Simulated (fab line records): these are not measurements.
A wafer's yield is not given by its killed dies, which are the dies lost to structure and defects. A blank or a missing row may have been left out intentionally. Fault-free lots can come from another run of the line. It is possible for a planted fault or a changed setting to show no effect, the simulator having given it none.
Matching of chambers ; flow sfq-line ; SFQ_TRILAYER_I4_VIA_BARC_OPEN_VIA_ETCH_146 on rie-diel-03 has 4 sister chambers
The step etches BARC in O2, target depth 125 nm, time 41.7 s. 4 wafers are shown with their chamber, then 8 later ones without.

WAFERS, EACH WITH ITS CHAMBER
wafer;chamber;drypump-motor-current-A (A)
L514.1;3;5.82
L514.2;2;5.75
L515.6;1;5.59
L516.1;0;5.43

WAFERS WITHOUT THEIR CHAMBER
wafer;drypump-motor-current-A (A)
L516.3;5.62
L516.5;5.64
L518.3;5.46
L518.4;5.75
L518.6;5.61
L520.1;5.76
L520.5;5.64
L520.6;5.43

CHAMBER TAKEN BY EACH
wafer;from the rows above;in truth
L516.3;1;1
L516.5;can't be placed: 1 or 2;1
L518.3;0;0
L518.4;2;2
L518.6;1;1
L520.1;can't be placed: 2 or 3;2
L520.5;can't be placed: 1 or 2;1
L520.6;0;0
Correct placement for 5 of the 8. These rows do not allow placing 3 (true chamber among the candidates in 3). Wrongly placed: 0.
How it was worked out, from the rows above alone: a wafer's distance from a chamber is the root of the sum, over the readings, of the square of ((its reading less the chamber's mean) divided by the reading's scatter). If the next closest chamber is less than 2 further off than the closest, the wafer can't be placed; otherwise it belongs to the closest. Each chamber's mean is taken over the wafers shown for it. The scatter: root of mean squared gap, hidden wafer to nearest shown wafer, with one shown wafer a chamber.
